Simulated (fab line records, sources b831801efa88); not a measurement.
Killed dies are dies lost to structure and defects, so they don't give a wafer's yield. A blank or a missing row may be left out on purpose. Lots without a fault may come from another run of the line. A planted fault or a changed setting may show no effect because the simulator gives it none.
Which tool did it? | flow gf180mcu | 12 lots, 36 wafers sampled, at 3 steps of a route of 602

WHAT THE GAUGES READ, wafer by wafer
GF_M1_CD_MEAS_14: target cd 230 nm. Usual: cd_nm 230.2 nm, standard deviation 1.1.
lot  | measured     | on        | cd_nm (nm)        | flag
L821 | day 16 19:55 | cd_sem-01 | 230.3 230.1 230.8 |
L823 | day 17 14:49 | cd_sem-02 | 231.4 230.6 231.0 |
L825 | day 18 17:07 | cd_sem-02 | 232.2 231.3 232.4 |
L826 | day 18 17:40 | cd_sem-01 | 231.7 231.3 231.0 |
L828 | day 19 18:22 | cd_sem-02 | 228.8 229.4 228.9 |
L832 | day 21 20:54 | cd_sem-02 | 231.4 230.9 230.4 |
L834 | day 22 07:30 | cd_sem-01 | 232.0 231.7 231.0 |
L836 | day 22 13:45 | cd_sem-01 | 219.3 220.5 220.3 | OFF
L835 | day 22 20:38 | cd_sem-01 | 219.3 220.6 219.6 | OFF
L839 | day 23 15:03 | cd_sem-02 | 229.7 230.0 229.3 |
L838 | day 23 16:32 | cd_sem-02 | 229.2 229.0 229.3 |
L840 | day 24 09:06 | cd_sem-01 | 231.5 230.7 231.4 |

GF_V3_OVL_MEAS_15. Usual: V3_OVL 5 nm, standard deviation 4.8.
lot  | measured     | on         | V3_OVL (nm) | flag
L821 | day 22 02:37 | overlay-02 | 3 5 8       |
L823 | day 22 21:09 | overlay-02 | 8 7 9       |
L825 | day 23 22:46 | overlay-01 | 4 0 7       |
L826 | day 24 01:05 | overlay-01 | 4 6 3       |
L828 | day 24 21:46 | overlay-02 | 3 12 1      |
L832 | day 26 18:48 | overlay-02 | -4 1 5      |
L834 | day 27 05:02 | overlay-01 | 3 -1 3      |
L836 | day 27 10:36 | overlay-02 | -3 4 -1     |
L835 | day 27 15:36 | overlay-02 | -2 1 3      |
L839 | day 28 08:18 | overlay-02 | 10 9 8      |
L838 | day 28 09:17 | overlay-02 | 8 10 2      |
L840 | day 28 23:32 | overlay-02 | 11 16 10    |

WHICH TOOL RAN EACH LOT (tool, then ch and the chambers of the sampled wafers, then the start)
lot  | GF_M1_SOFTBAKE_10
L821 | litho_track-03 ch 0, day 16 08:46
L823 | litho_track-03 ch 0, day 17 02:52
L825 | litho_track-03 ch 0, day 18 05:28
L826 | litho_track-03 ch 0, day 18 06:06
L828 | litho_track-03 ch 0, day 19 05:43
L832 | litho_track-03 ch 0, day 21 09:13
L834 | litho_track-03 ch 0, day 21 20:13
L836 | litho_track-03 ch 0, day 22 02:07
L835 | litho_track-03 ch 0, day 22 08:55
L839 | litho_track-02 ch 0, day 23 03:07
L838 | litho_track-02 ch 0, day 23 04:59
L840 | litho_track-04 ch 0, day 23 22:09
- GF_M1_SOFTBAKE_10: time 60 s.

WHAT THE TOOLS THEMSELVES READ (means of the sampled wafers that have a number; where no wafer has one, the mark that the record gives instead)
GF_M1_SOFTBAKE_10. Usual: heater_power_total_W 93.05 W, standard deviation 0.059; plate_temp_C 130.00 C, standard deviation 0.14.
lot  | tool           | heater_power_total_W (W) | plate_temp_C (C) | flag
L821 | litho_track-03 | 93.05                    | 130.03           |
L823 | litho_track-03 | 93.07                    | 129.84           |
L825 | litho_track-03 | 93.09                    | 130.18           |
L826 | litho_track-03 | 93.07                    | 130.09           |
L828 | litho_track-03 | 93.07                    | 129.85           |
L832 | litho_track-03 | 93.07                    | 130.06           |
L834 | litho_track-03 | 93.10                    | 129.92           |
L836 | litho_track-03 | 96.36                    | 133.42           | OFF
L835 | litho_track-03 | 96.44                    | 133.71           | OFF
L839 | litho_track-02 | 93.07                    | 129.91           |
L838 | litho_track-02 | 93.07                    | 130.05           |
L840 | litho_track-04 | 93.02                    | 130.04           |

THE ANSWER, worked out from the rows above alone
Rule: a lot is off if the mean of its wafers that have a number lies more than 3 standard deviations from the usual mean. A lot without any number at a reading at which 4 lots or more have one is off too. The other lots that the step has rows for count as sound. The gauges are gone through in route order, then the tools' own readings, and for those a lot's mean is taken as printed above. The first step at which some lot is off is used, and at that step the reading that is off furthest; a lot without a number counts as furthest.
Off: L836, L835, at GF_M1_CD_MEAS_14 (cd_nm).
A tool fits if, at a process step before that reading, it ran every lot that is off, and no sound lot after the first of them. The gauges at GF_M1_CD_MEAS_14 aren't tried: what is off there is off at GF_M1_SOFTBAKE_10 too, on other tools, and a gauge's error can't cause that. One fits: litho_track-03 at GF_M1_SOFTBAKE_10. Its last sound lot is L834 (day 21 20:13), its first lot that is off L836 (day 22 02:07): a fault that began between those two fits.
The tool's own readings at GF_M1_SOFTBAKE_10 bear it out: on the lots that are off they differ by more than 5 times the standard deviation of the sound lots' means. heater_power_total_W reads 96.40 W there against 93.07 W on the sound lots; plate_temp_C reads 133.56 C there against 130.00 C on the sound lots.

WHAT THE SIMULATOR HAD PUT IN
Process parameter drift: litho_track-03, from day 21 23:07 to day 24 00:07, at GF_M1_SOFTBAKE_10. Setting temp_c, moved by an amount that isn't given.
Lots struck among those shown: L836, L835. The rule above found the same.
